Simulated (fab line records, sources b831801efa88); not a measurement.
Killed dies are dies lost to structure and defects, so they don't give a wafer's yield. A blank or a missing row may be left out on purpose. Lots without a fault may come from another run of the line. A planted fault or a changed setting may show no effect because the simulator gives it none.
A struck lot beside a sound one | flow sky130 | 19 steps out of a route of 708
Sound: wafers L345.1, L345.2, L345.4. Struck: wafers L352.1, L352.2, L352.3. The cause comes at the end.
At each step with rows: each side's tool, then ch and its chambers, then its first start. Under that, the readings that differ: sound wafers | struck wafers | difference of the means | sigmas: that difference in standard deviations of wafers without a fault.
alike: readings whose means differ by less than 2 such deviations, and words and numbers that are the same on both sides. not compared: withheld readings, readings that some wafer has no value for, bounds like >300 that may hide the same value, and numbers for which the record gives no deviation and whose values overlap.
The two part at a step that has a row with sigmas, a row that says differs or no value, or rows on one side only. Numbers that don't overlap but have no deviation are shown without sigmas and don't part them. A reading that every wafer of one side lacks parts them only if that side has two wafers or more.

first, 3 steps without rows for these wafers: SKY_POLY_CUT_EXPOSE_05 (exposes mask NPCM, target cd 270 nm); SKY_POLY_CUT_PEB_06; SKY_POLY_CUT_DEVELOP_07 (develop time 60 s).
SKY_POLY_CUT_CD_MEAS_08: target cd 270 nm.
  sound on cd_sem-01, day 27 14:38; struck on cd_sem-02, day 29 21:35
  alike: cd_nm
SKY_POLY_CUT_OVL_MEAS_09:
  sound on overlay-02, day 27 14:46; struck on overlay-02, day 29 21:43
  alike: POLY_CUT_OVL
SKY_POLY_CUT_ETCH_10: etches BARC in N2/H2, stops on SiO2, time 45.9 s, target depth 60 nm.
  sound on rie_diel-01 ch 1,2,3, day 27 14:48; struck on rie_diel-04 ch 0,1,2, day 29 21:45
  alike: drypump_motor_current_A, oes_product_au, throttle_valve_pct
  not compared: rf_hours_counter_h
SKY_POLY_CUT_ETCH_11: etches Si3N4 in CF4/CH2F2/Ar, stops on poly-Si, time 42.5 s, target depth 60 nm.
  sound on rie_diel-01 ch 1,2,3, day 27 14:50; struck on rie_diel-04 ch 0,1,2, day 29 21:47
  alike: drypump_motor_current_A, oes_product_au, throttle_valve_pct
  not compared: rf_hours_counter_h
SKY_POLY_CUT_STRIP_12: strips in O2/N2.
  sound on plasma_asher-01 ch 0,1, day 27 14:53; struck on plasma_asher-02 ch 0,1, day 29 21:50
  alike: drypump_motor_current_A, oes_product_au, strip_time_to_endpoint_s
  not compared: rf_hours_counter_h
then, 4 steps without rows for these wafers: SKY_SD_P_DEHYDRATE_00 (time 60 s); SKY_SD_P_HMDS_01 (prime time 60 s); SKY_SD_P_COAT_02 (resist thk 1140 nm); SKY_SD_P_SOFTBAKE_03 (time 60 s).
SKY_SD_P_EXPOSE_04: exposes mask PSDM, target cd 380 nm.
  sound on iline_stepper-01 ch 0, day 28 05:37; struck on iline_stepper-01 ch 0, day 30 11:41
  reading                      | sound                | struck            | difference | sigmas
  model.SD_P.overlay_x_nm (nm) | -0.406 -0.406 -0.406 | 54.12 54.12 54.12 | +54.53     |
  alike: mask
then, 2 steps without rows for these wafers: SKY_SD_P_PEB_05; SKY_SD_P_DEVELOP_06 (develop time 60 s).
SKY_SD_P_CD_MEAS_07: target cd 380 nm.
  sound on cd_sem-02, day 28 19:18; struck on cd_sem-01, day 31 01:05
  alike: cd_nm
SKY_SD_P_OVL_MEAS_08:
  sound on overlay-01, day 28 19:25; struck on overlay-01, day 31 01:13
  reading       | sound         | struck         | difference | sigmas
  SD_P_OVL (nm) | -0.5 0.5 -0.1 | 52.8 55.4 52.2 | +53.5      | +38
then, 1 step without rows for these wafers: SKY_SD_P_IMPLANT_09.
SKY_PAD_OPEN_PROBE_99:
  the record has rows for the sound wafers here (prober-01, day 48 11:18) and none for the struck ones

WHERE THEY PART
First at SKY_SD_P_OVL_MEAS_08; last, within this record, at SKY_PAD_OPEN_PROBE_99.

WHY: what the simulator had put in
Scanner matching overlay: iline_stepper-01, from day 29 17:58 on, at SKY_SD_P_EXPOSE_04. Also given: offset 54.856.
